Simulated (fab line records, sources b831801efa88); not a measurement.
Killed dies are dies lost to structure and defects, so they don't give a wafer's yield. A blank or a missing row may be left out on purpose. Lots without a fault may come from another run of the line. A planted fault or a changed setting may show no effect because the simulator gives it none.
Which tool did it? | flow sky130 | 13 lots, 39 wafers sampled, at 2 steps of a route of 708

WHAT THE GAUGES READ, wafer by wafer
SKY_SONOS_ONO_THK_MEAS_05.
lot  | measured     | on            | SONOS_ONO_CVD_04_THK (nm)
L983 | day 11 23:32 | film_metro-02 | 5.77 5.74 5.73
L984 | day 12 20:38 | film_metro-04 | 5.68 5.68 5.79
L985 | day 12 23:26 | film_metro-03 | 5.70 5.68 5.77
L987 | day 13 14:29 | film_metro-02 | 5.58 5.68 5.59
L988 | day 14 04:55 | film_metro-02 | 5.82 5.81 5.73
L996 | day 16 08:43 | film_metro-03 | 5.75 5.70 5.65
L997 | day 16 15:46 | film_metro-02 | 5.86 5.80 5.79
L999 | day 17 05:14 | film_metro-04 | 5.84 5.91 5.78
L100 | day 17 10:13 | film_metro-02 | 5.93 5.90 5.75
L101 | day 17 17:44 | film_metro-03 | 6.04 5.82 5.80
L102 | day 18 08:23 | film_metro-03 | 5.69 5.60 5.49
L103 | day 18 14:19 | film_metro-04 | 5.54 5.69 5.64
L104 | day 18 23:28 | film_metro-04 | 5.75 5.75 5.74

SKY_GATE_OXIDE_TW_MEAS_14.
lot  | measured     | on            | GATE_OXIDE_TW
L983 | day 14 05:46 | film_metro-04 | 224.9 224.2 224.2
L984 | day 15 03:26 | film_metro-01 | 229.3 227.9 228.3
L985 | day 15 05:25 | film_metro-04 | 223.0 222.4 223.9
L987 | day 16 01:21 | film_metro-04 | 222.0 222.6 222.7
L988 | day 16 15:27 | film_metro-02 | 225.8 225.7 223.9
L996 | day 18 22:08 | film_metro-01 | 229.5 229.7 228.0
L997 | day 19 04:23 | film_metro-01 | 228.7 229.6 230.3
L999 | day 19 19:07 | film_metro-04 | 224.6 223.9 223.3
L100 | day 19 23:07 | film_metro-01 | 228.7 229.1 230.0
L101 | day 20 12:25 | film_metro-02 | 226.2 225.6 227.0
L102 | day 21 00:27 | film_metro-04 | 224.1 221.2 223.6
L103 | day 21 05:16 | film_metro-02 | 226.7 225.7 227.8
L104 | day 21 12:55 | film_metro-01 | 229.8 230.7 229.7

WHICH TOOL RAN EACH LOT (tool, then ch and the chambers of the sampled wafers, then the start)
The record holds no process step before these readings.

WHAT THE TOOLS THEMSELVES READ (means of the sampled wafers that have a number; where no wafer has one, the mark that the record gives instead)
The record holds no such reading with a usual standard deviation.

THE ANSWER, worked out from the rows above alone
Rule: what is usual is taken from the lots themselves. Put in order of their means at a reading, lots are off if they are a third of the lots or fewer, leave a main group of 4 or more, and stand apart from it by a gap of 3 or more times the standard deviation of the main group's means; of several such gaps the widest counts. A main group whose means are all the same, to the digits that the tables above print for the reading, isn't used. A lot without any number at a reading at which 4 lots or more have one is off too. The other lots that the step has rows for count as sound. The gauges are gone through in route order, then the tools' own readings, and for those a lot's mean is taken as printed above. The first step at which some lot is off is used, and at that step the reading that is off furthest; a lot without a number counts as furthest.
No lot is off at any reading shown: from this, nothing can be told.

WHAT THE SIMULATOR HAD PUT IN
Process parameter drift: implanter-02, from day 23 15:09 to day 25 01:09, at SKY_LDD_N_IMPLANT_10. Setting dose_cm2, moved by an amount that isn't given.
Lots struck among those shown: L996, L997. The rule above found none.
